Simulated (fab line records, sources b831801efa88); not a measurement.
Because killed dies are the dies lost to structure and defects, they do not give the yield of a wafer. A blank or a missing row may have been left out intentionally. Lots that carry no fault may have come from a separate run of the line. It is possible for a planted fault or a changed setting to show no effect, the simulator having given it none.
What tool caused it? + flow sky130 + Sampling: 10 lots, 30 wafers, 5 of 708 route steps

## WHAT EACH GAUGE READ, for each wafer
SKY_METAL1_THK_MEAS_06: measures by xrf.
| lot  | measured     | on            | METAL1_ALCU_THK (nm) |
|------|--------------|---------------|----------------------|
| L644 | day 31 21:44 | film-metro-02 | 248 247 246          |
| L648 | day 33 09:12 | film-metro-03 | 249 249 246          |
| L649 | day 33 15:43 | film-metro-01 | 250 252 250          |
| L655 | day 35 22:22 | film-metro-02 | 252 249 251          |
| L656 | day 35 22:40 | film-metro-01 | 249 246 256          |
| L660 | day 37 05:00 | film-metro-03 | 247 247 249          |
| L659 | day 37 08:16 | film-metro-03 | 248 253 254          |
| L663 | day 38 05:28 | film-metro-02 | 246 247 248          |
| L664 | day 38 09:58 | film-metro-03 | 248 251 250          |
| L666 | day 38 21:31 | film-metro-02 | 241 245 243          |

SKY_VIA2_RS_MEAS_22: measurement is done with a four-point probe.
| lot  | measured     | on            | VIA2_W_RS (ohm/sq)                  |
|------|--------------|---------------|-------------------------------------|
| L644 | day 36 12:59 | film-metro-03 | 0.263 0.264 0.264                   |
| L648 | day 38 00:43 | film-metro-01 | 0.274 0.273 0.273                   |
| L649 | day 38 06:28 | film-metro-03 | 0.276 0.273 0.274                   |
| L655 | day 40 07:46 | film-metro-01 | 0.589 0.278 0.279 0.589 0.278 0.279 |
| L656 | day 40 08:23 | film-metro-03 | 0.599 0.272 0.600 0.599 0.272 0.601 |
| L660 | day 41 15:05 | film-metro-04 | 0.269 0.270 0.270                   |
| L659 | day 41 17:54 | film-metro-04 | 0.270 0.272 0.267                   |
| L663 | day 42 12:50 | film-metro-04 | 0.272 0.269 0.273                   |
| L664 | day 42 17:52 | film-metro-04 | 0.268 0.269 0.274                   |
| L666 | day 43 05:34 | film-metro-04 | 0.273 0.272 0.273                   |

SKY_VIA2_THK_MEAS_23: measures by xrf.
| lot  | measured     | on            | VIA2_W_THK (nm)         |
|------|--------------|---------------|-------------------------|
| L644 | day 36 13:05 | film-metro-03 | 434 434 433             |
| L648 | day 38 00:50 | film-metro-01 | 421 426 423             |
| L649 | day 38 06:34 | film-metro-03 | 425 426 421             |
| L655 | day 40 10:37 | film-metro-01 | 196 414 411 197 416 416 |
| L656 | day 40 12:10 | film-metro-03 | 193 424 194 194 422 193 |
| L660 | day 41 15:12 | film-metro-04 | 436 435 430             |
| L659 | day 41 18:01 | film-metro-04 | 438 433 441             |
| L663 | day 42 12:57 | film-metro-04 | 430 431 426             |
| L664 | day 42 17:58 | film-metro-04 | 435 432 431             |
| L666 | day 43 05:40 | film-metro-04 | 428 431 429             |

## WHICH TOOL RAN EACH LOT (tool, then ch and the chambers of the sampled wafers, then the start)
| lot  | SKY_VIA2_SPUTTER_20          | SKY_VIA2_CVD_21               |
|------|------------------------------|-------------------------------|
| L644 | pvd-sputter-02, day 36 12:46 | cvd-w-01 ch 0, day 36 12:50   |
| L648 | pvd-sputter-02, day 38 00:32 | cvd-w-02 ch 0,1, day 38 00:35 |
| L649 | pvd-sputter-02, day 38 06:14 | cvd-w-02 ch 0,1, day 38 06:20 |
| L655 | pvd-sputter-01, day 40 07:34 | cvd-w-02 ch 0,1, day 40 07:38 |
| L656 | pvd-sputter-03, day 40 08:11 | cvd-w-02 ch 0,1, day 40 08:15 |
| L660 | pvd-sputter-02, day 41 14:53 | cvd-w-01 ch 0,1, day 41 14:57 |
| L659 | pvd-sputter-03, day 41 17:43 | cvd-w-01 ch 0,1, day 41 17:46 |
| L663 | pvd-sputter-02, day 42 12:38 | cvd-w-01 ch 0,1, day 42 12:42 |
| L664 | pvd-sputter-01, day 42 17:38 | cvd-w-02 ch 0,1, day 42 17:44 |
| L666 | pvd-sputter-02, day 43 05:19 | cvd-w-02 ch 0,1, day 43 05:25 |
- SKY_VIA2_SPUTTER_20: material TiN, target thk 20 nm, time 80 s.
- SKY_VIA2_CVD_21: deposits W, target thk 420 nm, time 126.4 s.

## AS READ BY THE TOOLS THEMSELVES (means over the sampled wafers that have a number; for cases with no such wafer, the mark the record gives instead)
SKY_VIA2_SPUTTER_20.
| lot  | tool           | cathode-dc-power-W (W) | throttle-valve-pct (%) |
|------|----------------|------------------------|------------------------|
| L644 | pvd-sputter-02 | 4000.3                 | 29.2                   |
| L648 | pvd-sputter-02 | 3999.6                 | 29.1                   |
| L649 | pvd-sputter-02 | 4000.5                 | 29.6                   |
| L655 | pvd-sputter-01 | 3999.6                 | 30.3                   |
| L656 | pvd-sputter-03 | 3999.5                 | 29.9                   |
| L660 | pvd-sputter-02 | 4000.3                 | 29.6                   |
| L659 | pvd-sputter-03 | 3999.9                 | 29.4                   |
| L663 | pvd-sputter-02 | 4000.0                 | 30.8                   |
| L664 | pvd-sputter-01 | 3999.5                 | 30.2                   |
| L666 | pvd-sputter-02 | 4000.1                 | 29.9                   |

SKY_VIA2_CVD_21.
| lot  | tool     | heater-power-w (W) |
|------|----------|--------------------|
| L644 | cvd-w-01 | 834                |
| L648 | cvd-w-02 | 857                |
| L649 | cvd-w-02 | 858                |
| L655 | cvd-w-02 | 817                |
| L656 | cvd-w-02 | 799                |
| L660 | cvd-w-01 | 841                |
| L659 | cvd-w-01 | 849                |
| L663 | cvd-w-01 | 835                |
| L664 | cvd-w-02 | 818                |
| L666 | cvd-w-02 | 810                |

## THE ANSWER, worked out from the rows above alone
Rule: the lots themselves supply what counts as usual. The widest of any qualifying gaps counts: lots, ordered by their means at a reading, are off when they make up no more than a third of the lots, leave a main group of 4 or more, and stand apart from it by 3 or more times the standard deviation of that group's means. A main group is skipped when, at the precision printed for the reading in the tables above, its means are all equal. A lot without any number at a reading at which 4 lots or more have one is off too. Any other lot the step has rows for is counted as sound. First the gauges in route order, then the tools' own readings, where a lot's mean is used as printed above. The first step at which some lot is off is used, and at that step the reading that is off furthest; a lot without a number counts as furthest.
Off: at SKY_VIA2_RS_MEAS_22 (VIA2_W_RS), L655, L656. For the main group the mean is 0.271 ohm/sq and the standard deviation 0.0031.
If a tool, at a process step before that reading, ran all the lots that are off and no sound lot after the first of them, it fits. The gauges at SKY_VIA2_RS_MEAS_22 are tried like those tools. Not one of the candidates tried fits.

## WHAT THE SIMULATOR PUT IN
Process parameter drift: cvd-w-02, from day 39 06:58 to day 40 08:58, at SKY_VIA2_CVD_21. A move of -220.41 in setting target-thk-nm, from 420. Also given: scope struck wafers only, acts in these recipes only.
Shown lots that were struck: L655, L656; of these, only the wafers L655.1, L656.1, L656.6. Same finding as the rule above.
